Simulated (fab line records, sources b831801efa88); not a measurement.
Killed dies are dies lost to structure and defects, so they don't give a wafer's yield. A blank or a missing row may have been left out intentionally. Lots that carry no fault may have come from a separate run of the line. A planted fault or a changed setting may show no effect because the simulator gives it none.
fab line records | flow sky130
record: lots: 5 | wafers: 15 | lastDay: 50
route steps=708 shown POLY_GATE@229 LDD_N@237
lots that met no fault: from a run of the same line without faults
startH: hours from the record's opening day to when the first of the lot's shown wafers began | waitH: hours elapsed since this lot's preceding step | " same as the row above | L1.1+2: several wafers, shown together as one row | - value missing, or start not given | * or withheld: withheld | < > ~ a bound
route shown NAME@n: NAME is a module with steps in the file, n the number in the route of the first one | usual: the fault-free wafers' mean and standard deviation | same: alike in all rows | chamber/n: place in a boat | sites: per-site readings | _std_site: how widely they spread, as a standard deviation | _edge_site: mean of outer sites minus mean of inner sites | radiusMm: how far each site lies from the wafer's centre | mask NAME#n: copy n | behind: the last tool/chamber to shape the wafer | hold: what put the lot on hold/how long, in hours/how the hold closed | device: names the non-switching transistor (n, p or np) | end of line: tests of these same wafers at the route's end | a step with no rows: only its recipe | killed: dies that structure and defects cost at the first sort, which is not the same as the wafer's yield | map: a wafer's dies, marking killed ones x, the rest . and places with no die _
set.NAME: the setting the step ran with; set.NAME@STEP: the setting that earlier step ran with | model.NAME: the simulator's own value behind a step, which no gauge read
lots at selected steps of the route; one table per step, one row per wafer
services: from which hour (startH, from the record's first day; less than 0 if before it) a tool's chamber was out of use, for how many hours, and why
== steps ==
step: SKY_POLY_GATE_ETCH_15
recipe: chemistry: N2/H2 | target: BARC | ionEnergyEv: 200 | sourceW: 500 | biasW: 100 | pressureMtorr: 30 | n2FlowSccm: 100 | h2FlowSccm: 200 | stopOn: SiO2 | timeS: 118.5 | targetDepthA: 1100
usual: drypumpMotorCurrentA: 5.7/0.4 | n2FlowSccm: 100.0/0.32 | oesProductAu: 0.717/0.0048 | throttleValvePct: 13.212/0.0092
lot.wafer | tool       | chamber | startH | waitH | drypumpMotorCurrentA | n2FlowSccm | oesProductAu | rfHoursCounterH | throttleValvePct
L344.1    | rieDiel-03 | 0       | 411.88 | 0.0   | 6.5                  | 99.6       | 0.713        | 15              | 13.215
L344.2    | "          | 1       | "      | "     | 4.9                  | 100.0      | 0.714        | 5               | 13.222
L344.6    | "          | 0       | "      | "     | 6.5                  | 99.8       | 0.718        | -               | 13.212
L347.1    | rieDiel-04 | 2       | 437.64 | 0.0   | 5.2                  | 99.8       | 0.717        | 66              | 13.212
L347.2    | "          | 3       | "      | "     | 5.6                  | 99.8       | 0.718        | 101             | 13.243
L347.5    | "          | 2       | "      | "     | 5.2                  | 100.1      | 0.722        | -               | 13.221
L349.2    | rieDiel-02 | 0       | 458.79 | 0.0   | 5.8                  | 100.0      | 0.715        | 97              | 13.208
L349.4    | "          | 3       | "      | "     | 5.9                  | 100.3      | 0.716        | 36              | 13.217
L349.5    | "          | 1       | "      | "     | 6.1                  | 100.1      | 0.717        | -               | 13.218
L360.1    | rieDiel-03 | 0       | 563.33 | 0.0   | 6.5                  | 100.0      | 0.707        | 18              | 13.212
L360.3    | "          | 2       | "      | "     | 5.7                  | 100.4      | 0.712        | 2               | 13.203
L360.5    | "          | 1       | "      | "     | 4.9                  | 100.1      | 0.719        | -               | 13.205
L362.2    | rieDiel-02 | 3       | 568.73 | 0.0   | 5.8                  | 99.4       | 0.711        | 38              | 13.213
L362.3    | "          | 0       | "      | "     | 5.8                  | 99.7       | 0.719        | 1               | 13.205
L362.6    | "          | 3       | "      | "     | 5.9                  | 100.0      | 0.712        | -               | 13.224
step: SKY_POLY_GATE_ETCH_16
recipe: stopOn: poly-Si | chemistry: CH3F/O2 | target: Si3N4 | sourceW: 400 | biasW: 80 | pressureMtorr: 25 | ch3fFlowSccm: 40 | O2_flow_sccm: 30 | timeS: 147.5 | targetDepthA: 750
usual: O2_flow_sccm: 29.99/0.09 | drypumpMotorCurrentA: 5.7/0.4 | oesProductAu: 0.641/0.0054 | throttleValvePct: 10.535/0.01
lot.wafer | tool       | chamber | startH | waitH | O2_flow_sccm | drypumpMotorCurrentA | oesProductAu | rfHoursCounterH | throttleValvePct
L344.1    | rieDiel-03 | 0       | 411.96 | 0.0   | 29.93        | 6.6                  | 0.645        | 15              | 10.540
L344.2    | "          | 1       | "      | "     | 30.07        | 4.9                  | 0.639        | 5               | 10.546
L344.6    | "          | 0       | "      | "     | 29.93        | 6.6                  | 0.638        | -               | 10.517
L347.1    | rieDiel-04 | 2       | 437.72 | 0.0   | 29.91        | 5.2                  | 0.644        | 66              | 10.532
L347.2    | "          | 3       | "      | "     | 30.05        | 5.6                  | 0.636        | 101             | 10.546
L347.5    | "          | 2       | "      | "     | 29.98        | 5.2                  | 0.634        | -               | 10.532
L349.2    | rieDiel-02 | 0       | 458.87 | 0.0   | 30.08        | 5.7                  | 0.639        | 97              | 10.532
L349.4    | "          | 3       | "      | "     | 29.94        | 5.9                  | 0.641        | 36              | 10.546
L349.5    | "          | 1       | "      | "     | 30.01        | 6.1                  | 0.639        | -               | 10.543
L360.1    | rieDiel-03 | 0       | 563.41 | 0.0   | 30.01        | 6.5                  | 0.643        | 18              | 10.519
L360.3    | "          | 2       | "      | "     | 30.02        | 5.7                  | 0.642        | 2               | 10.541
L360.5    | "          | 1       | "      | "     | 30.01        | 4.9                  | 0.644        | -               | 10.556
L362.2    | rieDiel-02 | 3       | 568.81 | 0.0   | 30.12        | 5.9                  | 0.650        | 38              | 10.538
L362.3    | "          | 0       | "      | "     | 29.99        | 5.7                  | 0.634        | 1               | 10.547
L362.6    | "          | 3       | "      | "     | 30.15        | 5.9                  | 0.645        | -               | 10.539
step: SKY_POLY_GATE_ETCH_17
recipe: targetDepthNm: 180 | stopOn: SiO2 | overEtchFrac: 0.56667 | chemistry: HBr/Cl2 | target: poly-Si | icpW: 400 | biasW: 100 | pressureMtorr: 10 | HBr_flow_sccm: 150 | Cl2_flow_sccm: 50 | timeS: 70.5
usual: drypumpMotorCurrentA: 5.8/0.4 | oesProductAu: 0.987/0.0067 | throttleValvePct: 33.684/0.0085
same: overEtchFrac: 0.56667
lot.wafer | tool     | chamber | startH | waitH | drypumpMotorCurrentA | oesProductAu | rfHoursCounterH | throttleValvePct
L344.1    | rieSi-02 | 0       | 412.06 | 0.0   | 4.9                  | 0.979        | 5               | 33.687
L344.2    | "        | 2       | "      | "     | 5.7                  | 0.979        | 55              | 33.664
L344.6    | "        | 3       | "      | "     | 5.8                  | 0.983        | -               | 33.686
L347.1    | rieSi-02 | 3       | 437.82 | 0.0   | 5.8                  | 0.996        | 3               | 33.678
L347.2    | "        | 1       | "      | "     | 5.9                  | 0.982        | 5               | 33.686
L347.5    | "        | 0       | "      | "     | 4.9                  | 0.982        | -               | 33.686
L349.2    | rieSi-02 | 3       | 458.97 | 0.0   | 5.8                  | 0.990        | 3               | 33.679
L349.4    | "        | 1       | "      | "     | 5.9                  | 0.990        | 5               | 33.682
L349.5    | "        | 2       | "      | "     | 5.7                  | 0.992        | -               | 33.680
L360.1    | rieSi-02 | 3       | 563.51 | 0.0   | 5.8                  | 0.993        | 3               | 33.676
L360.3    | "        | 1       | "      | "     | 5.9                  | 0.983        | 5               | 33.675
L360.5    | "        | 0       | "      | "     | 4.9                  | 0.981        | -               | 33.678
L362.2    | rieSi-01 | 0       | 568.91 | 0.0   | 5.9                  | 0.975        | 2               | 33.696
L362.3    | "        | 2       | "      | "     | 5.8                  | 0.976        | 1               | 33.680
L362.6    | "        | 3       | "      | "     | 6.4                  | 0.973        | -               | 33.684
step: SKY_POLY_GATE_STRIP_18
recipe: chemistry: O2/N2 | powerW: 1400 | pressureMtorr: 1500 | platenTempC: withheld | o2FlowSccm: 3000 | n2FlowSccm: 300 | overashFraction: 0.5
usual: drypumpMotorCurrentA: 5.7/0.52 | n2FlowSccm: 300.1/0.97 | o2FlowSccm: 3000/9.7 | oesProductAu: 0.360/0.0051 | stripTimeToEndpointS: 3.17/0.042
lot.wafer | tool           | chamber | startH | waitH | drypumpMotorCurrentA | n2FlowSccm | o2FlowSccm | oesProductAu | rfHoursCounterH | stripTimeToEndpointS
L344.1    | plasmaAsher-02 | 0       | 412.11 | 0.0   | 6.2                  | 300.1      | 3009       | 0.361        | 60              | 3.18
L344.2    | "              | 1       | "      | "     | 5.6                  | 300.9      | 2992       | 0.357        | 60              | 3.19
L344.6    | "              | 0       | "      | "     | 6.2                  | 299.9      | 3006       | 0.349        | -               | 3.13
L347.1    | plasmaAsher-02 | 0       | 437.88 | 0.0   | 6.2                  | 300.5      | 3001       | 0.357        | 62              | 3.14
L347.2    | "              | 1       | "      | "     | 5.6                  | 301.4      | 2995       | 0.356        | 62              | 3.20
L347.5    | "              | 0       | "      | "     | 6.2                  | 300.1      | 3013       | 0.358        | -               | 3.17
L349.2    | plasmaAsher-01 | 1       | 459.03 | 0.0   | 4.8                  | 300.2      | 2997       | 0.361        | 77              | 3.17
L349.4    | "              | 0       | "      | "     | 6.3                  | 301.3      | 2989       | 0.361        | -               | 3.14
L349.5    | "              | 0       | "      | "     | 6.3                  | 300.3      | 3007       | 0.361        | -               | 3.18
L360.1    | plasmaAsher-04 | 0       | 563.56 | 0.0   | 6.0                  | 298.8      | 3008       | 0.363        | 15              | 3.13
L360.3    | "              | 0       | "      | "     | 6.0                  | 299.6      | 2985       | 0.362        | -               | 3.23
L360.5    | "              | 0       | "      | "     | 6.0                  | 299.0      | 2999       | 0.359        | -               | 3.16
L362.2    | plasmaAsher-02 | 0       | 568.96 | 0.0   | 6.2                  | 300.5      | 2994       | 0.361        | 76              | 3.20
L362.3    | "              | 1       | "      | "     | 5.6                  | 300.2      | 2996       | 0.354        | -               | 3.19
L362.6    | "              | 1       | "      | "     | 5.6                  | 300.4      | 3010       | 0.361        | -               | 3.19
step: SKY_POLY_GATE_CLEAN_19
recipe: chemistry: SC1/SC2 | mix: 1:4:20 | tempC: 70 | timeS: 150 | dry: n2Spin
step: SKY_POLY_GATE_OXIDATION_20
recipe: tempC: 850 | ambient: O2 | stabiliseS: 600 | purgeS: 300 | targetThkA: 40 | oxTimeS: 899
step: SKY_POLY_GATE_THK_MEAS_21
recipe: reads: SiO2_of_POLY_GATE_OXIDATION_20
usual: POLY_GATE_OXIDATION_THK: 4.05/0.078
lot.wafer | tool         | chamber | startH | waitH | POLY_GATE_OXIDATION_THK[nm]
L344.1    | filmMetro-02 | -       | 414.51 | 0.0   | 4.17
L344.2    | "            | -       | "      | "     | 4.22
L344.6    | "            | -       | "      | "     | 4.11
L347.1    | filmMetro-02 | -       | 439.59 | 0.0   | 4.06
L347.2    | "            | -       | "      | "     | 3.98
L347.5    | "            | -       | "      | "     | 4.06
L349.2    | filmMetro-03 | -       | 460.44 | 0.0   | 3.99
L349.4    | "            | -       | "      | "     | 3.99
L349.5    | "            | -       | "      | "     | 3.97
L360.1    | filmMetro-02 | -       | 564.96 | 0.0   | 4.07
L360.3    | "            | -       | "      | "     | 4.11
L360.5    | "            | -       | "      | "     | 4.12
L362.2    | filmMetro-02 | -       | 570.43 | 0.0   | 3.99
L362.3    | "            | -       | "      | "     | 3.96
L362.6    | "            | -       | "      | "     | 4.01
step: SKY_POLY_GATE_CD_MEAS_22
usual: cdNm: 150.0/2.1
lot.wafer | tool     | chamber | startH | waitH | cdNm
L344.1    | cdSem-01 | -       | 414.57 | 0.1   | 149.8
L344.2    | "        | -       | "      | "     | 148.3
L344.6    | "        | -       | "      | "     | 148.6
L347.1    | cdSem-02 | -       | 439.65 | 0.1   | 149.7
L347.2    | "        | -       | "      | "     | 149.0
L347.5    | "        | -       | "      | "     | 152.0
L349.2    | cdSem-02 | -       | 460.52 | 0.1   | 150.8
L349.4    | "        | -       | "      | "     | 150.0
L349.5    | "        | -       | "      | "     | 154.2
L360.1    | cdSem-01 | -       | 565.02 | 0.1   | 149.7
L360.3    | "        | -       | "      | "     | 149.7
L360.5    | "        | -       | "      | "     | 147.0
L362.2    | cdSem-01 | -       | 570.51 | 0.1   | 152.2
L362.3    | "        | -       | "      | "     | 153.8
L362.6    | "        | -       | "      | "     | 153.9
step: SKY_LDD_N_DEHYDRATE_00
recipe: tempC: 200 | timeS: 60
step: SKY_LDD_N_HMDS_01
recipe: primeTimeS: 60 | primeTempC: 120
step: SKY_LDD_N_COAT_02
recipe: resist: NOVOLAK | spinRpm: 3000 | resistThkNm: 300
step: SKY_LDD_N_SOFTBAKE_03
recipe: tempC: 90 | timeS: 60 | resist: NOVOLAK
step: SKY_LDD_N_EXPOSE_04
recipe: maskId: NTM | targetCdNm: 840 | na: 0.6 | sourceShape: conventional | sigmaOuter: 0.6 | doseMj: 110
usual: exposureDoseMJCm2: 110.01/0.1
lot.wafer | tool            | chamber | startH | waitH | mask     | exposureDoseMJCm2
L344.1    | ilineStepper-02 | 0       | 430.12 | -     | NTM#0    | 109.95
L344.2    | "               | 0       | "      | "     | NTM#0    | 110.15
L344.6    | "               | 0       | "      | "     | NTM#0    | 109.95
L347.1    | ilineStepper-02 | 0       | 455.61 | -     | NTM#0    | 109.94
L347.2    | "               | 0       | "      | "     | NTM#0    | 109.88
L347.5    | "               | 0       | "      | "     | NTM#0    | 109.98
L349.2    | ilineStepper-02 | 0       | 475.91 | -     | NTM_R1#0 | 109.73
L349.4    | "               | 0       | "      | "     | NTM_R1#0 | 109.79
L349.5    | "               | 0       | "      | "     | NTM_R1#0 | 109.84
L360.1    | ilineStepper-01 | 0       | 580.19 | -     | NTM#0    | 110.00
L360.3    | "               | 0       | "      | "     | NTM#0    | 110.02
L360.5    | "               | 0       | "      | "     | NTM#0    | 109.90
L362.2    | ilineStepper-01 | 0       | 585.21 | -     | NTM#0    | 110.02
L362.3    | "               | 0       | "      | "     | NTM#0    | 110.09
L362.6    | "               | 0       | "      | "     | NTM#0    | 109.95
step: SKY_LDD_N_PEB_05
recipe: tempC: withheld | timeS: * | resist: NOVOLAK
== services ==
tool            | chamber | startH | hours | kind
rieDiel-02      | 3       | 401.52 | 16.0  | repair
plasmaAsher-04  | -       | 421.25 | 9.0   | pm
rieSi-02        | 1       | 421.94 | 5.7   | repair
rieDiel-02      | -       | 426.89 | 0.3   | repair
plasmaAsher-02  | -       | 432.04 | 2.8   | pm
rieDiel-04      | 3       | 439.85 | 2.9   | repair
rieDiel-04      | -       | 441.40 | 14.6  | pm
rieDiel-03      | 3       | 441.89 | 2.9   | repair
ilineStepper-02 | -       | 447.52 | 2.1   | pm
rieDiel-03      | 3       | 450.17 | 8.9   | repair
ilineStepper-02 | -       | 451.58 | 1.7   | pm
rieDiel-02      | 2       | 461.35 | 10.1  | repair
ilineStepper-01 | -       | 463.89 | 12.3  | repair
rieDiel-02      | 1       | 469.76 | 5.8   | repair
ilineStepper-01 | -       | 471.18 | 8.7   | repair
rieDiel-03      | -       | 496.46 | 8.1   | repair
rieDiel-03      | 1       | 502.67 | 22.7  | repair
rieSi-01        | 3       | 524.59 | 17.3  | repair
rieDiel-03      | 0       | 531.46 | 2.4   | repair
rieDiel-02      | -       | 539.40 | 0.3   | repair
rieDiel-02      | -       | 553.82 | 0.2   | repair
rieDiel-02      | 3       | 562.96 | 1.9   | repair
ilineStepper-01 | -       | 570.71 | 1.7   | pm
rieDiel-03      | 1       | 575.03 | 4.4   | repair
== key ==
firstSign: step: SKY_LDD_N_EXPOSE_04 | reading: mask | direction: changed
effect none on later readings
metAt SKY_LDD_N_EXPOSE_04
struckWafers L349.2,L349.4,L349.5
sortLeftOut L349.2,L349.4,L349.5
testerLeftOut L349
onsetBetween 455.61 475.91
fault: kind: wrongMask | tool: any | chamber: - | onsetH: 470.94 | steps: SKY_LDD_N_EXPOSE_04 | auxCopy: NTM_R1#0 | cdOffsetNm: -101 | scope: struckLotsOnly
testerLeftOut: of these lots the tester's yield and bins aren't shown, on N5 and GAA mostly nor the transistor test; their killed dies are dies lost to structure and defects alone, not to doping, threshold or leakage, so they don't give the yield
sortLeftOut: the simulated sort isn't trusted on such a fault, so these wafers' sort isn't shown, and their yield isn't known
